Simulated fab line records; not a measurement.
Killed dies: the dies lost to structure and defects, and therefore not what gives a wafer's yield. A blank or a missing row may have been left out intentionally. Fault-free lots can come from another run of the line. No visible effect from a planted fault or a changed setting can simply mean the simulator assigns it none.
Chamber matching    flow gf180mcu    3 sister chambers for GF_V4_CVD_02 on pecvd-01
The step deposits SiO2 from TEOS, target thk 850 nm, time 94.851 s. 6 wafers are shown with their chamber, then 7 later ones without.

WAFERS WITH THEIR CHAMBER
wafer   chamber  heater_power_w (W)  heater_power_outer_w (W)
L710.4  2        873                 500
L715.1  0        612                 390
L715.2  2        807                 475
L715.6  1        658                 386
L719.1  0        516                 325
L719.3  1        640                 364

WAFERS WHOSE CHAMBER IS MISSING
wafer   heater_power_w (W)  heater_power_outer_w (W)
L719.4  583                 357
L724.2  827                 462
L724.3  659                 367
L724.5  676                 387
L728.1  592                 365
L728.4  605                 390
L728.6  497                 302

THE CHAMBER EACH PASSED THROUGH
wafer   from the rows above      in truth
L719.4  can't be placed: 0 or 1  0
L724.2  2                        2
L724.3  can't be placed: 1 or 0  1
L724.5  can't be placed: 1 or 0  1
L728.1  can't be placed: 0 or 1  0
L728.4  can't be placed: 1 or 0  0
L728.6  can't be placed: 0 or 1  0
1 of 7 placed correctly. Not placeable from these rows: 6 (in 6, the candidates include the true chamber). Number placed wrongly: 0.
How it was worked out, from the rows above alone: a wafer's distance from a chamber is the root of the sum, over the readings, of the square of ((its reading less the chamber's mean) divided by the reading's scatter). The wafer belongs to the nearest chamber; if the next one is less than 2 further off, it can't be placed. For every chamber, the mean is computed from those of its wafers that are shown. The scatter is the square root of a quotient: the sum, over the shown wafers, of each reading's squared deviation from its chamber's mean, divided by wafers minus chambers.
